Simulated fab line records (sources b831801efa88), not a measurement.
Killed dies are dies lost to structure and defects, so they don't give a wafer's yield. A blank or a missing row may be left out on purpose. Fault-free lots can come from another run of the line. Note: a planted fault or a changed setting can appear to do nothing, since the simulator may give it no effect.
fab line records -- flow sky130
record: lots: 11, wafers: 33, last-day: 50
route steps=708 shown LDD_HVN@276 LDD_LDN@297 SPACER@306 POLY_CUT@316 PAD_OPEN@708
lots with no fault: from the same line, run without faults
start-h: start of the lot's first displayed wafer, in hours after the record's first day -- wait-h: hours from the lot's prior step to this one -- " as in the row above -- L1.1+2: one row covering several wafers at once -- - either no value or no given start -- * or withheld: withheld -- < > ~ a bound
route shown NAME@n: names a module that has steps shown in the file, with the first one's number in the route -- usual: the fault-free wafers' mean and standard deviation -- same: alike in all rows -- chamber/n: place in a boat -- sites: the reading at each site -- _std_site: standard deviation of those values -- _edge_site: the outer-site mean with the inner-site mean subtracted -- radius-mm: how far each site lies from the wafer's centre -- mask NAME#n: copy n -- behind: the last tool/chamber to shape the wafer -- hold: why the lot went on hold/how many hours it stayed there/how the hold came to an end -- device: names the non-switching transistor (n, p or np) -- end of line: at the end of the route, the tests of the same wafers -- step lacking rows: just its recipe -- killed: not the wafer's yield, but the dies lost to structure and defects at the first sort -- map: the dies of a wafer, with x for killed, . for not killed, _ for no die there
set.NAME: the setting the step ran with; set.NAME@STEP: the setting that earlier step ran with -- model.NAME: the simulator's own value behind a step, which no gauge read
the route's steps for a sample of lots (tables are steps, rows are wafers)
services: a tool's chamber out of use, with start hour (start-h, from the record's first day; less than 0 if before it), hours out, and reason
== steps ==
step: SKY_LDD_HVN_STRIP_09
recipe: chemistry: O2/N2, power-w: 1400, pressure-mtorr: 1500, platen-temp-c: withheld, o2-flow-sccm: 3000, n2-flow-sccm: 300, overash-fraction: 0.5
usual: chamber-pressure-mTorr: 1499.9/1.4, drypump-motor-current-A: 5.6/0.5, oes-product-au: 0.408/0.0044, strip-time-to-endpoint-s: 4.130/0.014
same: overash-fraction: 0.5
lot.wafer,tool,chamber,start-h,wait-h,chamber-pressure-mTorr,drypump-motor-current-A,oes-product-au,rf-hours-counter-h,strip-time-to-endpoint-s
L846.1,plasma-asher-01,0,467.14,0.1,1500.4,4.9,0.418,35,4.104
L846.3,plasma-asher-01,0,467.14,0.1,1500.0,4.9,0.411,-,4.141
L846.5,plasma-asher-01,0,467.14,0.1,1497.6,5.0,0.407,-,4.132
L848.1,plasma-asher-03,1,489.14,0.1,1501.6,6.2,0.411,69,4.119
L848.2,plasma-asher-03,0,489.14,0.1,1502.2,6.1,0.409,69,4.128
L848.6,plasma-asher-03,0,489.14,0.1,1499.6,6.1,0.405,-,4.119
L852.3,plasma-asher-03,1,536.82,0.1,1501.8,6.3,0.407,-,4.135
L852.4,plasma-asher-03,0,536.82,0.1,1499.5,6.1,0.408,-,4.117
L852.5,plasma-asher-03,0,536.82,0.1,1500.5,6.2,0.403,-,4.139
L853.3,plasma-asher-04,1,537.92,0.1,1500.9,5.5,0.408,-,4.122
L853.4,plasma-asher-04,0,537.92,0.1,1498.3,5.9,0.408,-,4.141
L853.6,plasma-asher-04,0,537.92,0.1,1498.8,6.0,0.406,-,4.120
L854.1,plasma-asher-01,0,545.21,0.1,1500.4,4.9,0.412,43,4.141
L854.2,plasma-asher-01,1,545.21,0.1,1501.0,5.4,0.411,43,4.150
L854.3,plasma-asher-01,0,545.21,0.1,1498.1,4.9,0.412,-,4.150
L856.2,plasma-asher-01,1,560.36,0.1,1501.8,5.4,0.403,44,4.126
L856.5,plasma-asher-01,0,560.36,0.1,1500.7,5.0,0.399,-,4.135
L856.6,plasma-asher-01,1,560.36,0.1,1498.5,5.4,0.409,-,4.137
L857.1,plasma-asher-03,1,574.86,0.1,1499.1,6.3,0.411,78,4.136
L857.5,plasma-asher-03,1,574.86,0.1,1497.8,6.3,0.406,-,4.143
L857.6,plasma-asher-03,0,574.86,0.1,1500.1,6.2,0.408,-,4.169
L861.1,plasma-asher-03,0,613.74,0.1,1500.4,6.2,0.408,81,4.111
L861.2,plasma-asher-03,1,613.74,0.1,1496.8,6.3,0.408,81,4.123
L861.5,plasma-asher-03,0,613.74,0.1,1501.6,6.1,0.400,-,4.146
L863.1,plasma-asher-04,1,618.54,0.1,1499.6,5.5,0.411,87,4.133
L863.2,plasma-asher-04,0,618.54,0.1,1498.7,6.0,0.414,87,4.136
L863.5,plasma-asher-04,0,618.54,0.1,1500.6,6.0,0.407,-,4.119
L865.3,plasma-asher-03,0,628.42,0.1,1501.2,6.1,0.411,-,4.092
L865.5,plasma-asher-03,1,628.42,0.1,1501.1,6.2,0.409,-,4.122
L865.6,plasma-asher-03,0,628.42,0.1,1500.2,6.2,0.409,-,4.128
L869.1,plasma-asher-04,1,658.64,0.1,1499.6,5.6,0.409,91,4.154
L869.2,plasma-asher-04,0,658.64,0.1,1500.1,6.0,0.406,91,4.148
L869.5,plasma-asher-04,0,658.64,0.1,1498.1,6.0,0.408,-,4.145
step: SKY_LDD_LDN_IMPLANT_08
recipe: species: As, energy-kev: 15, dose-cm2: 1.25e+13, tilt-deg: withheld, rotation-deg: 23
usual: beam-energy-keV: 15.000/0.0046, faraday-current-uA: 70.5/1.5
lot.wafer,tool,chamber,start-h,wait-h,beam-energy-keV,faraday-current-uA
L846.1,implanter-04,0,528.69,0.0,14.996,72.9
L846.3,implanter-04,0,528.69,0.0,14.994,73.0
L846.5,implanter-04,0,528.69,0.0,15.000,68.1
L848.1,implanter-03,0,550.04,0.0,14.990,68.2
L848.2,implanter-03,0,550.04,0.0,14.998,69.7
L848.6,implanter-03,0,550.04,0.0,14.997,69.0
L852.3,implanter-04,0,595.64,0.1,14.997,72.2
L852.4,implanter-04,0,595.64,0.1,14.989,69.8
L852.5,implanter-04,0,595.64,0.1,15.001,70.0
L853.3,implanter-01,0,596.41,0.1,15.004,71.4
L853.4,implanter-01,0,596.41,0.1,14.994,68.8
L853.6,implanter-01,0,596.41,0.1,15.002,70.5
L854.1,implanter-04,0,604.31,0.0,15.000,69.7
L854.2,implanter-04,0,604.31,0.0,15.000,71.3
L854.3,implanter-04,0,604.31,0.0,15.001,69.9
L856.2,implanter-04,0,618.91,0.0,15.007,70.3
L856.5,implanter-04,0,618.91,0.0,15.008,71.1
L856.6,implanter-04,0,618.91,0.0,15.008,72.0
L857.1,implanter-03,0,633.44,0.0,14.998,71.5
L857.5,implanter-03,0,633.44,0.0,14.997,69.1
L857.6,implanter-03,0,633.44,0.0,15.006,74.7
L861.1,implanter-01,0,671.14,0.0,14.996,68.8
L861.2,implanter-01,0,671.14,0.0,15.000,71.2
L861.5,implanter-01,0,671.14,0.0,14.993,69.1
L863.1,implanter-03,0,675.70,0.0,15.002,71.4
L863.2,implanter-03,0,675.70,0.0,14.997,69.4
L863.5,implanter-03,0,675.70,0.0,14.991,71.7
L865.3,implanter-01,0,686.35,0.1,20.175,69.2
L865.5,implanter-01,0,686.35,0.1,20.175,69.3
L865.6,implanter-01,0,686.35,0.1,20.184,73.2
L869.1,implanter-01,0,715.64,0.0,20.174,70.1
L869.2,implanter-01,0,715.64,0.0,20.170,73.1
L869.5,implanter-01,0,715.64,0.0,20.177,69.3
step: SKY_LDD_LDN_TW_MEAS_13
usual: LDD_LDN_TW: 1499/9.9
lot.wafer,tool,chamber,start-h,wait-h,LDD_LDN_TW
L846.1,film-metro-02,-,529.39,0.1,1499
L846.3,film-metro-02,-,529.39,0.1,1497
L846.5,film-metro-02,-,529.39,0.1,1497
L848.1,film-metro-01,-,550.74,0.1,1509
L848.2,film-metro-01,-,550.74,0.1,1507
L848.6,film-metro-01,-,550.74,0.1,1505
L852.3,film-metro-01,-,596.31,0.1,1512
L852.4,film-metro-01,-,596.31,0.1,1506
L852.5,film-metro-01,-,596.31,0.1,1509
L853.3,film-metro-01,-,597.08,0.1,1505
L853.4,film-metro-01,-,597.08,0.1,1498
L853.6,film-metro-01,-,597.08,0.1,1499
L854.1,film-metro-04,-,605.01,0.1,1494
L854.2,film-metro-04,-,605.01,0.1,1493
L854.3,film-metro-04,-,605.01,0.1,1491
L856.2,film-metro-01,-,619.60,0.1,1506
L856.5,film-metro-01,-,619.60,0.1,1507
L856.6,film-metro-01,-,619.60,0.1,1521
L857.1,film-metro-02,-,634.14,0.1,1502
L857.5,film-metro-02,-,634.14,0.1,1502
L857.6,film-metro-02,-,634.14,0.1,1507
L861.1,film-metro-01,-,671.84,0.1,1500
L861.2,film-metro-01,-,671.84,0.1,1509
L861.5,film-metro-01,-,671.84,0.1,1500
L863.1,film-metro-01,-,676.40,0.1,1509
L863.2,film-metro-01,-,676.40,0.1,1505
L863.5,film-metro-01,-,676.40,0.1,1512
L865.3,film-metro-01,-,687.02,0.1,1549
L865.5,film-metro-01,-,687.02,0.1,1549
L865.6,film-metro-01,-,687.02,0.1,1538
L869.1,film-metro-02,-,716.34,0.1,1532
L869.2,film-metro-02,-,716.34,0.1,1532
L869.5,film-metro-02,-,716.34,0.1,1531
step: SKY_SPACER_ETCHBACK_02
recipe: chemistry: CH3F/O2, target: Si3N4, stop-on: SiO2, source-w: 400, bias-w: 80, pressure-mtorr: 25, ch3f-flow-sccm: 40, O2_flow_sccm: 30, time-s: 46.7, target-depth-a: 450
usual: O2_flow_sccm: 29.99/0.088, bias-w: 80.01/0.22, ch3f-flow-sccm: 39.99/0.12, chamber-pressure-mTorr: 25.001/0.021, drypump-motor-current-A: 5.97/0.15, oes-product-au: 0.854/0.007, throttle-valve-pct: 10.563/0.011
lot.wafer,tool,chamber,start-h,wait-h,O2_flow_sccm,bias-w,ch3f-flow-sccm,chamber-pressure-mTorr,drypump-motor-current-A,oes-product-au,rf-hours-counter-h,throttle-valve-pct
L846.1,rie-diel-03,3,530.78,0.1,29.98,80.02,40.09,24.985,5.98,0.855,6,10.570
L846.3,rie-diel-03,1,530.78,0.1,29.89,79.97,39.99,25.007,5.88,0.855,4,10.570
L846.5,rie-diel-03,0,530.78,0.1,30.00,79.91,40.11,24.964,5.86,0.856,-,10.565
L848.1,rie-diel-03,1,553.36,0.1,29.89,79.96,39.88,24.979,5.85,0.862,4,10.572
L848.2,rie-diel-03,3,553.36,0.1,30.09,79.90,40.06,24.986,5.98,0.857,7,10.580
L848.6,rie-diel-03,3,553.36,0.1,30.08,79.98,40.26,24.994,5.95,0.865,-,10.555
L852.3,rie-diel-01,3,597.66,0.0,30.01,80.14,40.07,24.997,5.90,0.857,2,10.565
L852.4,rie-diel-01,2,597.66,0.0,30.07,80.39,39.94,25.013,5.65,0.859,12,10.572
L852.5,rie-diel-01,1,597.66,0.0,29.88,80.13,40.19,25.011,6.34,0.862,-,10.564
L853.3,rie-diel-03,2,598.87,0.0,29.84,80.14,40.00,24.974,6.08,0.844,0,10.560
L853.4,rie-diel-03,1,598.87,0.0,29.96,80.30,40.12,24.988,5.83,0.853,5,10.583
L853.6,rie-diel-03,0,598.87,0.0,29.98,80.22,40.07,24.991,5.85,0.848,-,10.573
L854.1,rie-diel-01,1,606.38,0.1,29.86,80.07,40.25,25.013,6.37,0.853,48,10.551
L854.2,rie-diel-01,2,606.38,0.1,29.96,80.12,39.89,24.976,5.64,0.850,12,10.587
L854.3,rie-diel-01,3,606.38,0.1,30.18,80.18,39.89,25.029,5.91,0.851,2,10.564
L856.2,rie-diel-03,0,621.73,0.0,29.90,79.97,40.11,24.987,5.84,0.848,7,10.545
L856.5,rie-diel-03,0,621.73,0.0,29.90,79.99,40.07,24.975,5.85,0.855,-,10.579
L856.6,rie-diel-03,3,621.73,0.0,30.05,80.14,39.89,25.025,5.94,0.848,-,10.557
L857.1,rie-diel-03,0,635.52,0.1,30.17,79.76,40.02,24.999,5.85,0.847,8,10.550
L857.5,rie-diel-03,0,635.52,0.1,30.11,80.08,40.17,24.999,5.86,0.844,-,10.557
L857.6,rie-diel-03,3,635.52,0.1,30.03,79.61,40.06,24.981,5.97,0.839,-,10.581
L861.1,rie-diel-01,3,673.58,0.1,30.10,80.31,39.90,24.996,5.91,0.855,3,10.556
L861.2,rie-diel-01,1,673.58,0.1,30.02,80.41,40.06,24.996,6.40,0.841,49,10.553
L861.5,rie-diel-01,3,673.58,0.1,30.08,79.88,39.88,24.995,5.91,0.842,-,10.548
L863.1,rie-diel-02,1,677.78,0.1,30.08,80.19,40.12,24.985,5.91,0.856,27,10.578
L863.2,rie-diel-02,3,677.78,0.1,29.99,79.80,39.74,24.979,5.96,0.846,14,10.578
L863.5,rie-diel-02,1,677.78,0.1,30.07,80.08,40.15,25.034,5.92,0.855,-,10.567
L865.3,rie-diel-03,3,688.38,0.0,29.96,80.04,40.21,25.006,5.93,0.846,9,10.571
L865.5,rie-diel-03,3,688.38,0.0,29.90,80.06,39.99,24.973,5.95,0.857,-,10.557
L865.6,rie-diel-03,2,688.38,0.0,30.00,79.89,39.93,25.002,6.09,0.852,-,10.554
L869.1,rie-diel-03,3,718.14,0.1,30.06,80.04,39.81,25.035,5.95,0.857,10,10.568
L869.2,rie-diel-03,2,718.14,0.1,30.01,79.89,40.09,24.987,6.08,0.847,2,10.556
L869.5,rie-diel-03,3,718.14,0.1,29.82,80.05,39.75,25.007,5.96,0.855,-,10.550
step: SKY_POLY_CUT_OVL_MEAS_09
usual: POLY_CUT_OVL: 0/5.3
lot.wafer,tool,chamber,start-h,wait-h,POLY_CUT_OVL[nm]
L846.1,overlay-01,-,560.64,0.1,-3
L846.3,overlay-01,-,560.64,0.1,-4
L846.5,overlay-01,-,560.64,0.1,0
L848.1,overlay-01,-,583.33,0.1,4
L848.2,overlay-01,-,583.33,0.1,1
L848.6,overlay-01,-,583.33,0.1,7
L852.3,overlay-01,-,626.30,0.1,-5
L852.4,overlay-01,-,626.30,0.1,-6
L852.5,overlay-01,-,626.30,0.1,2
L853.3,overlay-02,-,627.85,0.1,5
L853.4,overlay-02,-,627.85,0.1,-1
L853.6,overlay-02,-,627.85,0.1,2
L854.1,overlay-02,-,635.59,0.1,3
L854.2,overlay-02,-,635.59,0.1,-12
L854.3,overlay-02,-,635.59,0.1,2
L856.2,overlay-01,-,651.10,0.1,-6
L856.5,overlay-01,-,651.10,0.1,9
L856.6,overlay-01,-,651.10,0.1,3
L857.1,overlay-01,-,664.28,0.1,1
L857.5,overlay-01,-,664.28,0.1,5
L857.6,overlay-01,-,664.28,0.1,5
L861.1,overlay-02,-,702.19,0.1,7
L861.2,overlay-02,-,702.19,0.1,-4
L861.5,overlay-02,-,702.19,0.1,-1
L863.1,overlay-02,-,705.78,0.1,-3
L863.2,overlay-02,-,705.78,0.1,-11
L863.5,overlay-02,-,705.78,0.1,4
L865.3,overlay-02,-,716.59,0.1,-2
L865.5,overlay-02,-,716.59,0.1,1
L865.6,overlay-02,-,716.59,0.1,4
L869.1,overlay-01,-,746.08,0.1,-4
L869.2,overlay-01,-,746.08,0.1,0
L869.5,overlay-01,-,746.08,0.1,-6
step: SKY_PAD_OPEN_PROBE_99
usual: killed_at_M0_to_M3: 44/6.5, killed_at_M4_up: 3.0/1.5, killed-at-contacts: 25/5.1, killed-at-front-end: 14/4.1, killed-at-other: 0.3/0.57, killed-dies: 87/9.5, killed-open: 48/6.8, killed-short: 39/6.2
same: gross-dies: 492, killed-at-back-side: 0
lot.wafer,tool,chamber,start-h,wait-h,killed_at_M0_to_M3,killed_at_M4_up,killed-at-contacts,killed-at-front-end,killed-at-other,killed-dies,killed-open,killed-short
L856.2,prober-02,-,1142.29,0.1,51,7,29,9,1,97,56,41
L856.5,prober-02,-,1142.44,0.2,33,0,22,18,0,73,38,35
L856.6,prober-02,-,1142.49,0.2,48,3,13,15,0,79,40,39
L857.1,prober-01,-,1148.00,0.1,42,3,25,14,1,85,48,36
L857.5,prober-01,-,1148.20,0.2,41,5,21,16,0,83,46,37
L857.6,prober-01,-,1148.25,0.2,44,4,30,8,0,86,48,38
L865.3,prober-02,-,1183.65,0.2,47,4,19,4,0,74,37,37
L865.5,prober-02,-,1183.75,0.2,44,5,21,11,0,81,49,32
L865.6,prober-02,-,1183.80,0.2,45,4,28,14,0,91,44,47
killed by level:class
L856.2 CONTACT:geometric-particle:open=11 VIA1:geometric-particle:open=11 LI_CONTACT:geometric-particle:open=9 METAL2:geometric-particle:short=6 VIA3:geometric-particle:open=6 VIA1:geometric-particle:short=5 METAL3:geometric-particle:short=5 LI_CONTACT:geometric-particle:short=4
L856.5 LI_CONTACT:geometric-particle:open=9 METAL2:geometric-particle:short=7 FIELD_ISO:geometric-particle:open=6 POLY_GATE:geometric-particle:short=5 CONTACT:geometric-particle:open=5 VIA1:geometric-particle:short=5 VIA1:geometric-particle:open=5 VIA3:geometric-particle:open=5
L856.6 METAL2:geometric-particle:short=11 VIA3:geometric-particle:open=10 VIA2:geometric-particle:open=8 VIA1:geometric-particle:open=5 SPACER:geometric-particle:open=4 CONTACT:geometric-particle:open=4 METAL1:geometric-particle:short=4 FIELD_ISO:geometric-particle:short=3
L857.1 LI_CONTACT:geometric-particle:open=11 VIA1:geometric-particle:open=7 VIA3:geometric-particle:open=7 METAL1:geometric-particle:short=6 VIA3:geometric-particle:short=6 FIELD_ISO:geometric-particle:open=5 CONTACT:geometric-particle:open=5 METAL3:geometric-particle:short=5
L857.5 VIA3:geometric-particle:open=11 CONTACT:geometric-particle:short=7 LI_CONTACT:geometric-particle:open=6 METAL1:geometric-particle:short=6 CONTACT:geometric-particle:open=5 METAL1:geometric-particle:open=5 FIELD_ISO:geometric-particle:short=4 FIELD_ISO:geometric-particle:open=4
L857.6 LI_CONTACT:geometric-particle:open=12 VIA1:geometric-particle:open=9 METAL1:geometric-particle:short=8 CONTACT:geometric-particle:open=6 VIA3:geometric-particle:open=6 LI_CONTACT:geometric-particle:short=5 METAL2:geometric-particle:short=5 LOCAL_INTERCONNECT:geometric-particle:short=4
L865.3 VIA1:geometric-particle:open=11 LI_CONTACT:geometric-particle:open=8 METAL2:geometric-particle:short=7 VIA3:geometric-particle:open=6 VIA1:geometric-particle:short=5 VIA2:geometric-particle:open=5 METAL3:geometric-particle:short=5 LOCAL_INTERCONNECT:geometric-particle:short=4
L865.5 LI_CONTACT:geometric-particle:open=9 VIA1:geometric-particle:open=9 CONTACT:geometric-particle:open=8 VIA3:geometric-particle:open=7 METAL1:geometric-particle:short=5 METAL2:geometric-particle:short=5 METAL2:geometric-particle:open=5 VIA3:geometric-particle:short=4
L865.6 VIA1:geometric-particle:open=13 CONTACT:geometric-particle:open=11 VIA1:geometric-particle:short=7 LI_CONTACT:geometric-particle:open=5 LI_CONTACT:geometric-particle:short=5 METAL2:geometric-particle:short=5 FIELD_ISO:geometric-particle:short=4 VIA3:geometric-particle:open=4
== services ==
tool,chamber,start-h,hours,kind
implanter-04,-,444.32,5.5,repair
rie-diel-03,1,450.19,2.9,repair
rie-diel-01,-,456.01,2.8,pm
rie-diel-03,3,456.21,2.3,repair
implanter-04,-,465.30,0.7,repair
implanter-04,-,471.62,1.3,repair
plasma-asher-04,-,476.09,2.2,repair
rie-diel-01,1,477.25,1.4,repair
rie-diel-01,1,486.41,2.9,repair
rie-diel-01,3,489.19,18.7,repair
implanter-03,-,522.86,3.1,pm
implanter-04,-,523.48,4.8,repair
plasma-asher-03,-,536.96,2.8,pm
implanter-01,-,548.72,3.2,repair
implanter-01,-,554.64,0.9,repair
implanter-01,-,566.78,1.1,repair
implanter-04,-,569.66,3.0,pm
implanter-01,-,590.88,2.7,repair
implanter-01,-,612.88,2.7,repair
implanter-04,-,628.73,8.6,repair
rie-diel-03,1,632.79,7.3,repair
implanter-01,-,662.89,1.2,repair
implanter-01,-,664.40,3.0,pm
rie-diel-03,1,685.36,4.6,repair
== key ==
first-sign: step: SKY_LDD_LDN_IMPLANT_08, reading: beam-energy-keV, direction: up, sigmas: 99+, usual: *, struck: *
effect: step: SKY_LDD_LDN_TW_MEAS_13, reading: LDD_LDN_TW, direction: up, sigmas: 4, usual: 1499, struck: 1538
met-at SKY_LDD_LDN_IMPLANT_08
struck-lots L865,L869
tester-left-out L865,L869
not-acting-at SKY_LDD_HVN_STRIP_09,SKY_SPACER_ETCHBACK_02,SKY_POLY_CUT_OVL_MEAS_09
onset-between 671.14 686.35
fault: kind: process-parameter-drift, tool: implanter-01, chamber: -, onset-h: 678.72, steps: SKY_LDD_LDN_IMPLANT_08, channel: energy-kev, offset: *, shape: step, end-h: 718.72, acts-in: *, stated: *
tester-left-out: of these lots the tester's yield and bins aren't shown, on N5 and GAA mostly nor the transistor test; their killed dies are dies lost to structure and defects alone, not to doping, threshold or leakage, so they don't give the yield
